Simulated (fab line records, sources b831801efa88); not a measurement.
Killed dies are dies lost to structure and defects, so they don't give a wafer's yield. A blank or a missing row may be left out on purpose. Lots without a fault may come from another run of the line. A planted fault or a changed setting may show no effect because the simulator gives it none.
fab line records | flow gf180mcu
record lots=14 wafers=42 last_day=34
route steps=602 shown DNWELL@39 VT_IMPLANT@99 POLY_GATE@174 HV_LDD@208
lots that met no fault: from a run of the same line without faults
start_h: hours from the record's first day to the start of the lot's first wafer shown | wait_h: hours since the lot's step before | " the same as in the row above | L1.1+2: a row that stands for several wafers | - no value, or no start given | * or withheld: withheld | < > ~ a bound
route shown NAME@n: a module of which the file shows steps, and the number in the route of the first | usual: mean/standard deviation of fault-free wafers | same: alike in all rows | chamber/n: place in a boat | sites: the reading at each site | _std_site: their standard deviation | _edge_site: outer sites' mean less inner sites' | radius_mm: how far each site lies from the wafer's centre | mask NAME#n: copy n | behind: the tool/chamber that last shaped the wafer | hold: why the lot was held/for how many hours/how that ended | device: the transistor (n, p or np) that didn't switch | end of line: the same wafers' tests at the end of the route | a step without rows: its recipe alone | killed: dies lost to structure and defects at the first sort, not the wafer's yield | map: a wafer's dies, x killed, . not, _ none there
set.NAME: the setting as run; set.NAME@STEP: as run at that earlier step | model.NAME: the simulator's own value behind a step, which no gauge read
steps of the route over a sample of lots; a table a step, a row a wafer
services: from which hour (start_h, from the record's first day; less than 0 if before it) a tool's chamber was out of use, for how many hours, and why
## steps
# step GF_DNWELL_IMPLANT_07
# recipe species=P energy_kev=1500 dose_cm2=1e+13 tilt_deg=0
# columns lot.wafer tool chamber start_h wait_h
L122.2+5+6 implanter-03 0 40.84 -
L123.3+4+5 implanter-03 0 48.77 -
L124.1+3+6 implanter-01 0 52.97 -
L125.1+5+6 implanter-02 0 58.22 -
L126.1+3+4 implanter-02 0 63.57 -
L127.1+3+5 implanter-01 0 70.27 -
L128.1+3+6 implanter-02 0 75.97 -
L129.3+4+5 implanter-01 0 80.02 -
L130.1+3+4 implanter-02 0 85.75 -
L131.1+4+6 implanter-01 0 91.07 -
L132.2+3+4 implanter-02 0 95.92 -
L133.2+3+4 implanter-02 0 102.05 -
L139.4+5+6 implanter-02 0 133.04 -
L145.2+3+6 implanter-01 0 163.97 -
# step GF_DNWELL_TW_MEAS_09
# usual DNWELL_TW=1354/16
# columns lot.wafer tool chamber start_h wait_h DNWELL_TW
L122.2 film_metro-04 - 41.08 0.1 1357
L122.5 " - " " 1354
L122.6 " - " " 1355
L123.3 film_metro-04 - 48.99 0.1 1384
L123.4 " - " " 1380
L123.5 " - " " 1380
L124.1 film_metro-01 - 53.22 0.1 1337
L124.3 " - " " 1335
L124.6 " - " " 1334
L125.1 film_metro-01 - 58.47 0.1 1331
L125.5 " - " " 1336
L125.6 " - " " 1341
L126.1 film_metro-01 - 63.82 0.1 1347
L126.3 " - " " 1343
L126.4 " - " " 1341
L127.1 film_metro-04 - 70.52 0.1 1372
L127.3 " - " " 1369
L127.5 " - " " 1376
L128.1 film_metro-04 - 76.22 0.1 1373
L128.3 " - " " 1362
L128.6 " - " " 1366
L129.3 film_metro-04 - 80.24 0.1 1353
L129.4 " - " " 1353
L129.5 " - " " 1355
L130.1 film_metro-01 - 86.00 0.1 1338
L130.3 " - " " 1343
L130.4 " - " " 1343
L131.1 film_metro-02 - 91.32 0.1 1359
L131.4 " - " " 1363
L131.6 " - " " 1369
L132.2 film_metro-01 - 96.16 0.1 1335
L132.3 " - " " 1335
L132.4 " - " " 1342
L133.2 film_metro-01 - 102.28 0.1 1329
L133.3 " - " " 1304
L133.4 " - " " 1334
L139.4 film_metro-01 - 133.25 0.1 1342
L139.5 " - " " 1352
L139.6 " - " " 1294
L145.2 film_metro-01 - 164.20 0.1 1340
L145.3 " - " " 1335
L145.6 " - " " 1350
# step GF_VT_IMPLANT_STRIP_09
# recipe chemistry=O2/N2 power_w=1400 pressure_mtorr=1500 platen_temp_c=250 o2_flow_sccm=3000 n2_flow_sccm=300 overash_fraction=0.5
# usual drypump_motor_current_A=6.0/0.44 heater_power_w=318/47 oes_product_au=0.716/0.0044 strip_time_to_endpoint_s=12.652/0.029
# columns lot.wafer tool chamber start_h wait_h drypump_motor_current_A heater_power_w oes_product_au rf_hours_counter_h strip_time_to_endpoint_s
L122.2 plasma_asher-04 0 110.13 0.1 6.5 299 0.719 26 12.640
L122.5 " 1 " " 5.3 294 0.713 - 12.646
L122.6 " 0 " " 6.5 297 0.715 - 12.611
L123.3 plasma_asher-04 1 117.05 0.1 5.4 288 0.711 - 12.640
L123.4 " 0 " " 6.5 293 0.722 - 12.656
L123.5 " 1 " " 5.4 290 0.722 - 12.672
L124.1 plasma_asher-02 0 123.98 0.1 6.3 311 0.718 0 12.686
L124.3 " 0 " " 6.3 318 0.713 - 12.657
L124.6 " 0 " " 6.3 309 0.711 - 12.658
L125.1 plasma_asher-02 0 128.87 0.1 6.2 308 0.719 1 12.634
L125.5 " 1 " " 5.5 302 0.717 - 12.635
L125.6 " 0 " " 6.2 307 0.721 - 12.656
L126.1 plasma_asher-02 0 134.66 0.1 6.2 310 0.709 2 12.654
L126.3 " 1 " " 5.5 301 0.722 - 12.647
L126.4 " 0 " " 6.2 311 0.708 - 12.638
L127.1 plasma_asher-03 0 143.46 0.1 6.0 452 0.716 52 12.628
L127.3 " 1 " " 6.5 326 0.718 - 12.626
L127.5 " 1 " " 6.5 325 0.711 - 12.636
L128.1 plasma_asher-03 1 149.42 0.1 6.5 324 0.723 53 12.576
L128.3 " 1 " " 6.5 326 0.722 - 12.579
L128.6 " 1 " " 6.5 334 0.717 - 12.621
L129.3 plasma_asher-03 0 152.91 0.1 5.9 438 0.723 - 12.646
L129.4 " 1 " " 6.5 335 0.718 - 12.630
L129.5 " 1 " " 6.5 325 0.711 - 12.655
L130.1 plasma_asher-03 0 160.51 0.1 6.0 445 0.713 54 12.681
L130.3 " 1 " " 6.5 335 0.720 - 12.686
L130.4 " 0 " " 6.0 441 0.718 - 12.700
L131.1 plasma_asher-02 1 167.41 0.1 5.5 300 0.719 5 12.641
L131.4 " 0 " " 6.2 307 0.715 - 12.697
L131.6 " 1 " " 5.5 298 0.721 - 12.644
L132.2 plasma_asher-04 0 172.22 0.1 6.5 298 0.708 33 12.651
L132.3 " 1 " " 5.5 288 0.715 - 12.696
L132.4 " 0 " " 6.5 300 0.721 - 12.633
L133.2 plasma_asher-02 1 179.32 0.1 5.5 293 0.707 6 12.684
L133.3 " 1 " " 5.6 298 0.707 - 12.651
L133.4 " 0 " " 6.2 315 0.719 - 12.617
L139.4 plasma_asher-04 0 214.45 0.1 6.5 300 0.715 - 12.622
L139.5 " 1 " " 5.4 286 0.719 - 12.653
L139.6 " 0 " " 6.5 304 0.723 - 12.654
L145.2 plasma_asher-04 1 253.46 0.1 5.4 281 0.716 41 12.607
L145.3 " 1 " " 5.4 288 0.721 - 12.654
L145.6 " 1 " " 5.4 285 0.711 - 12.666
# step GF_POLY_GATE_THK_MEAS_17
# recipe reads=SiO2_of_POLY_GATE_OXIDATION_16
# usual POLY_GATE_OXIDATION_THK=4.00/0.07
# columns lot.wafer tool chamber start_h wait_h POLY_GATE_OXIDATION_THK[nm]
L122.2 film_metro-01 - 197.13 0.0 4.03
L122.5 " - " " 4.01
L122.6 " - " " 3.95
L123.3 film_metro-01 - 204.41 0.0 3.94
L123.4 " - " " 4.08
L123.5 " - " " 3.97
L124.1 film_metro-02 - 213.24 0.0 3.93
L124.3 " - " " 3.99
L124.6 " - " " 3.93
L125.1 film_metro-01 - 219.10 0.0 3.91
L125.5 " - " " 3.99
L125.6 " - " " 4.00
L126.1 film_metro-02 - 226.73 0.0 3.95
L126.3 " - " " 3.96
L126.4 " - " " 3.96
L127.1 film_metro-01 - 234.80 0.0 4.03
L127.3 " - " " 4.04
L127.5 " - " " 3.99
L128.1 film_metro-02 - 243.21 0.0 4.07
L128.3 " - " " 3.98
L128.6 " - " " 4.04
L129.3 film_metro-04 - 247.78 0.0 4.09
L129.4 " - " " 4.06
L129.5 " - " " 4.09
L130.1 film_metro-01 - 257.94 0.0 4.09
L130.3 " - " " 4.12
L130.4 " - " " 4.06
L131.1 film_metro-01 - 263.68 0.0 4.07
L131.4 " - " " 3.98
L131.6 " - " " 3.89
L132.2 film_metro-02 - 270.69 0.0 4.00
L132.3 " - " " 4.05
L132.4 " - " " 3.94
L133.2 film_metro-01 - 277.87 0.0 4.05
L133.3 " - " " 3.99
L133.4 " - " " 4.08
L139.4 film_metro-04 - 322.58 0.0 3.86
L139.5 " - " " 3.90
L139.6 " - " " 3.95
L145.2 film_metro-01 - 365.43 0.0 3.99
L145.3 " - " " 3.91
L145.6 " - " " 4.07
# step GF_HV_LDD_OVL_MEAS_32
# usual HV_LDD_02_OVL=0.0/1.5
# columns lot.wafer tool chamber start_h wait_h HV_LDD_02_OVL[nm]
L122.2 overlay-02 - 251.77 0.1 1.1
L122.5 " - " " 1.0
L122.6 " - " " 0.7
L123.3 overlay-01 - 260.68 0.1 -1.0
L123.4 " - " " -3.2
L123.5 " - " " 0.5
L124.1 overlay-01 - 269.84 0.1 0.2
L124.3 " - " " -1.1
L124.6 " - " " -1.9
L125.1 overlay-01 - 274.51 0.1 -1.1
L125.5 " - " " -1.1
L125.6 " - " " 0.0
L126.1 overlay-02 - 284.01 0.1 -0.7
L126.3 " - " " 0.1
L126.4 " - " " -1.0
L127.1 overlay-01 - 293.14 0.1 0.9
L127.3 " - " " 2.9
L127.5 " - " " 2.0
L128.1 overlay-01 - 301.93 0.1 0.8
L128.3 " - " " 0.7
L128.6 " - " " 0.5
L129.3 overlay-01 - 305.25 0.1 4.2
L129.4 " - " " 2.5
L129.5 " - " " 2.1
L130.1 overlay-02 - 315.44 0.1 -0.4
L130.3 " - " " -1.8
L130.4 " - " " -0.2
L131.1 overlay-01 - 324.89 0.1 0.7
L131.4 " - " " -1.6
L131.6 " - " " -1.7
L132.2 overlay-01 - 330.64 0.1 0.0
L132.3 " - " " -0.7
L132.4 " - " " 0.9
L133.2 overlay-01 - 337.14 0.1 -2.5
L133.3 " - " " -2.6
L133.4 " - " " -2.1
L139.4 overlay-02 - 388.38 0.1 0.0
L139.5 " - " " -0.4
L139.6 " - " " -1.9
L145.2 overlay-01 - 436.04 0.1 -1.2
L145.3 " - " " 0.1
L145.6 " - " " -0.8
## services
# columns tool chamber start_h hours kind
plasma_asher-03 - 28.61 0.6 repair
plasma_asher-02 - 55.86 1.6 repair
plasma_asher-02 - 108.75 9.0 pm
plasma_asher-02 0 108.75 9.0 vent_cycle
plasma_asher-02 1 108.75 9.0 vent_cycle
implanter-01 - 111.49 1.3 repair
implanter-02 - 114.95 4.1 pm
plasma_asher-02 0 117.75 - clean
plasma_asher-02 1 117.75 - clean
implanter-03 - 123.46 16.2 repair
plasma_asher-03 - 126.66 8.8 repair
plasma_asher-04 - 145.10 3.4 repair
plasma_asher-02 - 156.70 4.9 repair
implanter-02 - 161.32 2.3 repair
implanter-02 - 161.43 5.5 repair
plasma_asher-03 - 162.32 0.4 repair
plasma_asher-02 - 193.31 3.3 repair
implanter-02 - 195.73 6.9 repair
implanter-02 - 216.83 4.6 repair
implanter-03 - 221.16 3.7 pm
implanter-02 - 230.74 1.9 repair
## key
first_sign step=GF_DNWELL_TW_MEAS_09 reading=DNWELL_TW direction=down sigmas=3.6 usual=1354 struck=1299
effect none on later readings
met_at GF_DNWELL_IMPLANT_07
struck_lots L133,L139
struck_wafers L133.3,L139.6
tester_left_out L133,L139
not_acting_at GF_VT_IMPLANT_STRIP_09,GF_POLY_GATE_THK_MEAS_17,GF_HV_LDD_OVL_MEAS_32
onset_between 95.92 102.05
fault kind=process_parameter_drift tool=implanter-02 chamber=- onset_h=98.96 steps=GF_DNWELL_IMPLANT_07 channel=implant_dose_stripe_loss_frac offset=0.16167 shape=step end_h=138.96 scope=struck_wafers_only
# tester_left_out: of these lots the tester's yield and bins aren't shown, on N5 and GAA mostly nor the transistor test; their killed dies are dies lost to structure and defects alone, not to doping, threshold or leakage, so they don't give the yield
